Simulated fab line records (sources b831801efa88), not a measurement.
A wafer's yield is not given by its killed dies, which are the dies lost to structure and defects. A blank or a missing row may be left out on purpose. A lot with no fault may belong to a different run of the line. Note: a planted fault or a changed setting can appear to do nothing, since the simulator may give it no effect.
A struck lot beside a sound one    flow sfqLine    26 steps out of a route of 325
Sound: the wafers L158.1, L158.3, L158.6. Struck: wafer L171.1 (L171.2, L171.4, from the same lot, were not struck and are left out); the cause is given at the end.
Each step with rows lists, per side, the tool, then ch with its chambers, then its first start. Under that, the readings that differ: sound wafers    struck wafers    difference of the means    sigmas: that difference in standard deviations of wafers without a fault.
alike: readings whose means differ by less than 2 such deviations, and words and numbers that are the same on both sides. not compared: withheld readings, readings that some wafer has no value for, bounds like >300 that may hide the same value, and numbers for which the record gives no deviation and whose values overlap.
A row with sigmas, a row that says differs or no value, or rows on one side alone: a step with any of these is where the two part. When numbers do not overlap yet have no deviation, they are printed without sigmas and do not part them. A reading missing from all wafers of one side parts the sides only when that side holds two or more wafers.

SFQ_L0_RS_MEAS_901: measures by four-point-probe.
  sound: filmMetro-04 at day 3 04:34; struck: filmMetro-03 at day 5 21:34
  alike: L0_MONX_KI_RS
SFQ_L0_THK_MEAS_902: measures by xrf.
  sound: filmMetro-04 at day 3 04:41; struck: filmMetro-03 at day 5 21:41
  alike: L0_MONX_KI_THK
then, 6 steps without rows for these wafers: SFQ_TRILAYER_L0_LITHO_COAT_010 (resist thk 62 nm); SFQ_TRILAYER_L0_LITHO_COAT_005 (resist thk 600 nm); SFQ_TRILAYER_L0_LITHO_SOFTBAKE_009; SFQ_TRILAYER_L0_LITHO_EXPOSE_006 (exposes mask L0, target cd 2000 nm); SFQ_TRILAYER_L0_LITHO_PEB_008 (peb time 60 s); SFQ_TRILAYER_L0_LITHO_DEVELOP_007 (time 60 s).
-- the record jumps here: 4 days lie between the struck wafers' starts before and after --
SFQ_TRILAYER_L0_BARC_OPEN_METAL_ETCH_010: etches BARC in O2, target depth 125 nm, time 41.7 s.
  sound on rieMetal-01 ch 1, day 6 10:09; struck on rieMetal-04 ch 1, day 9 17:22
  alike: drypumpMotorCurrentA, oesProductAu
  not compared: rfHoursCounterH
SFQ_TRILAYER_L0_ETCH_METAL_ETCH_008: etches MoNx KI in SF6/O2, stops on SiO2, target depth 50 nm, time 25 s.
  sound on rieMetal-01 ch 1, day 6 10:13; struck on rieMetal-04 ch 1, day 9 17:26
  alike: drypumpMotorCurrentA, oesProductAu
  not compared: rfHoursCounterH
SFQ_TRILAYER_L0_STRIP_STRIP_009: strips in O2.
  sound on rieMetal-01 ch 1, day 6 10:15; struck on rieMetal-04 ch 1, day 9 17:29
  alike: drypumpMotorCurrentA, oesProductAu
  not compared: rfHoursCounterH
then, 1 step without rows for these wafers: SFQ_TRILAYER_L0_STRIP_SOLV_CLEAN_010 (cleans in NMP, time 600 s).
SFQ_TRILAYER_L0_CAP_PECVD_011: deposits SiO2 from SiH4/N2O, time 13.333 s, target thk 60 nm.
  sound on pecvd-04 ch 1,2, day 6 11:02; struck on pecvd-01 ch 2, day 9 18:15
reading                                             sound              struck  difference  sigmas
model.SiO2_of_TRILAYER_L0_CAP_PECVD_011.thkNm (nm)  59.78 59.25 59.51  39.09   -20.42      
  alike: heaterPowerW, throttleValvePct
then, 6 steps without rows for these wafers: SFQ_TRILAYER_L0_VIA_LITHO_COAT_018 (resist thk 62 nm); SFQ_TRILAYER_L0_VIA_LITHO_COAT_013 (resist thk 650 nm); SFQ_TRILAYER_L0_VIA_LITHO_SOFTBAKE_017; SFQ_TRILAYER_L0_VIA_LITHO_EXPOSE_014 (exposes mask L0V, target cd 700 nm); SFQ_TRILAYER_L0_VIA_LITHO_PEB_016 (peb time 60 s); SFQ_TRILAYER_L0_VIA_LITHO_DEVELOP_015 (time 60 s).
-- the record jumps here: 5 days lie between the struck wafers' starts before and after --
SFQ_L0V_OVL_MEAS_903:
  sound: overlay-01 at day 10 12:34; struck: overlay-02 at day 14 10:53
  alike: L0V_OVL
SFQ_TRILAYER_L0_VIA_BARC_OPEN_VIA_ETCH_021: etches BARC in O2, target depth 125 nm, time 41.7 s.
  sound on rieDiel-02 ch 0,3, day 10 12:37; struck on rieDiel-02 ch 3, day 14 10:56
  alike: drypumpMotorCurrentA, oesProductAu
  not compared: rfHoursCounterH
SFQ_TRILAYER_L0_VIA_ETCH_VIA_ETCH_016: etches SiO2 in CHF3, stops on MoNx KI, target depth 80 nm.
  sound on rieDiel-02 ch 0,3, day 10 12:39; struck on rieDiel-02 ch 3, day 14 10:58
reading                        sound              struck  difference  sigmas
oesProductAu (a.u.)            0.840 0.829 0.841  0.686   -0.151      -16
model.etch.depthNm (nm)        59.78 59.25 59.51  39.09   -20.42      
model.L0V.featureDepthNm (nm)  59.78 59.25 59.51  39.09   -20.42      
  alike: drypumpMotorCurrentA
then, 2 steps without rows for these wafers: SFQ_TRILAYER_L0_VIA_STRIP_STRIP_017 (strips in O2); SFQ_TRILAYER_L0_VIA_STRIP_SOLV_CLEAN_018 (cleans in NMP, time 600 s).
SFQ_TRILAYER_M0_DEP_PRE_CLEAN_020: time 15 s.
  sound: pvdSputter-05 at day 10 14:04; struck: pvdSputter-05 at day 14 11:47
reading                                             sound              struck  difference  sigmas
model.SiO2_of_TRILAYER_L0_CAP_PECVD_011.thkNm (nm)  54.78 54.25 54.51  34.09   -20.42      
SFQ_TRILAYER_M0_DEP_SPUTTER_019: material Nb, target thk 200 nm, time 133.3 s.
  sound: pvdSputter-05 at day 10 14:06; struck: pvdSputter-05 at day 14 11:49
  alike: throttleValvePct

WHERE THEY PART
Within this record, at SFQ_TRILAYER_L0_VIA_ETCH_VIA_ETCH_016 only. Later steps at which nothing parts them and some readings are alike: SFQ_TRILAYER_M0_DEP_SPUTTER_019.

WHY: the cause the simulator had injected
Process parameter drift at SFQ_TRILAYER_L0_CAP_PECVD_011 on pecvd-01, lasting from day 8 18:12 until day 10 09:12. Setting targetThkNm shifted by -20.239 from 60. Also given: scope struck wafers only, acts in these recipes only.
